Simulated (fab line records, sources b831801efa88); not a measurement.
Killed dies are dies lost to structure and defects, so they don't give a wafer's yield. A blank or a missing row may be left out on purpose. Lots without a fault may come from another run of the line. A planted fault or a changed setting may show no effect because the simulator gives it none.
A struck lot beside a sound one | flow sky130 | 44 steps out of a route of 708
Sound: wafers L462.2, L462.3, L462.5. Struck: wafers L471.1, L471.2, L471.6. The cause comes at the end.
At each step with rows: each side's tool, then ch and its chambers, then its first start. Under that, the readings that differ: sound wafers | struck wafers | difference of the means | sigmas: that difference in standard deviations of wafers without a fault.
alike: readings whose means differ by less than 2 such deviations, and words and numbers that are the same on both sides. not compared: withheld readings, readings that some wafer has no value for, bounds like >300 that may hide the same value, and numbers for which the record gives no deviation and whose values overlap.
The two part at a step that has a row with sigmas, a row that says differs or no value, or rows on one side only. Numbers that don't overlap but have no deviation are shown without sigmas and don't part them. A reading that every wafer of one side lacks parts them only if that side has two wafers or more.

first, 2 steps without rows for these wafers: SKY_DNWELL_DEVELOP_06 (develop time 60 s); SKY_DNWELL_IMPLANT_07.
SKY_DNWELL_STRIP_08: strips in O2/N2.
  sound on plasma_asher-03 ch 0, day 4 09:43; struck on plasma_asher-03 ch 0,1, day 5 19:32
  alike: drypump_motor_current_A, o2_flow_sccm, oes_product_au, strip_time_to_endpoint_s
  not compared: rf_hours_counter_h
SKY_DNWELL_TW_MEAS_09:
  sound on film_metro-01, day 4 09:49; struck on film_metro-01, day 5 19:38
  alike: DNWELL_TW
then, 7 steps without rows for these wafers: SKY_PWDE_DEHYDRATE_00 (time 60 s); SKY_PWDE_HMDS_01 (prime time 60 s); SKY_PWDE_COAT_02 (resist thk 3000 nm); SKY_PWDE_SOFTBAKE_03; SKY_PWDE_EXPOSE_04 (exposes mask PWDEM, target cd 840 nm); SKY_PWDE_PEB_05; SKY_PWDE_DEVELOP_06 (develop time 60 s).
SKY_PWDE_OVL_MEAS_07:
  sound on overlay-01, day 5 02:55; struck on overlay-01, day 6 13:37
  alike: PWDE_OVL
SKY_PWDE_IMPLANT_08:
  sound on implanter-04 ch 0, day 5 02:58; struck on implanter-01 ch 0, day 6 13:39
  reading                   | sound                | struck               | difference | sigmas
  beam_energy_keV           | 149.98 149.98 150.01 | 115.47 115.49 115.55 | -34.49     | -99 or more
  model.implant.drp_nm (nm) | 97.97 97.97 97.97    | 88.62 88.62 88.62    | -9.35      |
  alike: beam_on_s
SKY_PWDE_STRIP_09: strips in O2/N2.
  sound on plasma_asher-03 ch 0,1, day 5 03:06; struck on plasma_asher-02 ch 0,1, day 6 13:48
  alike: drypump_motor_current_A, o2_flow_sccm, oes_product_au, strip_time_to_endpoint_s
  not compared: rf_hours_counter_h
SKY_PWDE_TW_MEAS_10:
  sound on film_metro-04, day 5 03:13; struck on film_metro-03, day 6 13:54
  alike: PWDE_TW
then, 7 steps without rows for these wafers: SKY_NWELL_DEHYDRATE_03 (time 60 s); SKY_NWELL_HMDS_04 (prime time 60 s); SKY_NWELL_COAT_05 (resist thk 3000 nm); SKY_NWELL_SOFTBAKE_06; SKY_NWELL_EXPOSE_07 (exposes mask NWM, target cd 840 nm); SKY_NWELL_PEB_08; SKY_NWELL_DEVELOP_09 (develop time 60 s).
SKY_NWELL_OVL_MEAS_10:
  sound on overlay-01, day 5 21:47; struck on overlay-02, day 7 08:26
  alike: NWELL_00_OVL
then, 3 steps without rows for these wafers: SKY_NWELL_IMPLANT_11; SKY_NWELL_IMPLANT_12; SKY_NWELL_IMPLANT_13.
SKY_NWELL_STRIP_14: strips in O2/N2.
  sound on plasma_asher-04 ch 0,1, day 5 22:16; struck on plasma_asher-04 ch 0,1, day 7 08:56
  reading                      | sound             | struck            | difference | sigmas
  strip_time_to_endpoint_s (s) | 36.84 36.92 36.71 | 37.15 37.10 37.07 | +0.28      | +3
  alike: drypump_motor_current_A, o2_flow_sccm, oes_product_au
  not compared: rf_hours_counter_h
SKY_NWELL_TW_MEAS_15:
  sound on film_metro-01, day 5 22:22; struck on film_metro-03, day 7 09:02
  alike: NWELL_TW
then, 7 steps without rows for these wafers: SKY_NWELL_DEHYDRATE_16 (time 60 s); SKY_NWELL_HMDS_17 (prime time 60 s); SKY_NWELL_COAT_18 (resist thk 3000 nm); SKY_NWELL_SOFTBAKE_19; SKY_NWELL_EXPOSE_20 (exposes mask NWM COMPLEMENT, target cd 840 nm); SKY_NWELL_PEB_21; SKY_NWELL_DEVELOP_22 (develop time 60 s).
SKY_NWELL_OVL_MEAS_23:
  sound on overlay-01, day 6 16:45; struck on overlay-01, day 8 04:55
  alike: NWELL_01_OVL
then, 1 step without rows for these wafers: SKY_NWELL_IMPLANT_24.
SKY_NWELL_STRIP_25: strips in O2/N2.
  sound on plasma_asher-01 ch 0,1, day 6 16:56; struck on plasma_asher-01 ch 0,1, day 8 05:07
  reading                      | sound             | struck            | difference | sigmas
  strip_time_to_endpoint_s (s) | 36.96 36.92 36.95 | 36.72 36.74 36.69 | -0.23      | -2
  alike: drypump_motor_current_A, o2_flow_sccm, oes_product_au
  not compared: rf_hours_counter_h
SKY_NWELL_TW_MEAS_26:
  sound on film_metro-01, day 6 17:02; struck on film_metro-01, day 8 05:13
  alike: NWELL_2_TW
then, 1 step without rows for these wafers: SKY_NWELL_CLEAN_27 (cleans in SC1/SC2, time 150 s).
SKY_NWELL_RTA_28: time 30 s.
  sound on rtp_anneal-01 ch 0, day 6 17:10; struck on rtp_anneal-02 ch 0, day 8 05:19
  alike: anneal_temp_c_max, lamp_power_pct, wafer_temp_C_max
SKY_NWELL_RS_MEAS_29: measures by four-point-probe.
  sound on film_metro-04, day 6 17:16; struck on film_metro-04, day 8 05:25
  alike: NWELL_RS
SKY_NWELL_RS_MEAS_31: measures by four-point-probe.
  sound on film_metro-04, day 6 17:30; struck on film_metro-04, day 8 05:40
  reading          | sound          | struck         | difference | sigmas
  PWDE_RS (ohm/sq) | 5290 5283 5281 | 5345 5343 5347 | +60        | +3
-- the record jumps here: 40 days lie between the struck wafers' starts before and after (it left off in module NWELL and takes up again in module PAD_OPEN, whose first step shown is number 708 of the route) --
SKY_PAD_OPEN_PROBE_99:
  sound on prober-01, day 47 02:47; struck on prober-01, day 48 15:59
  reading                                 | sound                      | struck                        | difference | sigmas
  model.etest.res_p_drift_20v.line_ohm_um | 1.2e+04 1.234e+04 1.19e+04 | 3.561e+04 3.074e+04 3.685e+04 | +2.232e+04 |
  model.etest.res_p_drift_20v.rs_ohm_sq   | 1.003e+04 1.019e+04 9843   | 2.975e+04 2.558e+04 3.025e+04 | +1.851e+04 |
  alike: killed_at_M0_to_M3, killed_at_M4_up, killed_at_contacts, killed_at_front_end, killed_at_other, killed_dies, killed_open, killed_short

WHERE THEY PART
First at SKY_PWDE_IMPLANT_08; last, within this record, at SKY_NWELL_RS_MEAS_31. Later steps at which nothing parts them and some readings are alike: SKY_PAD_OPEN_PROBE_99.

WHY: what the simulator had put in
Process parameter drift: implanter-01, from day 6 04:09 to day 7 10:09, at SKY_PWDE_IMPLANT_08. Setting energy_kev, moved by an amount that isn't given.
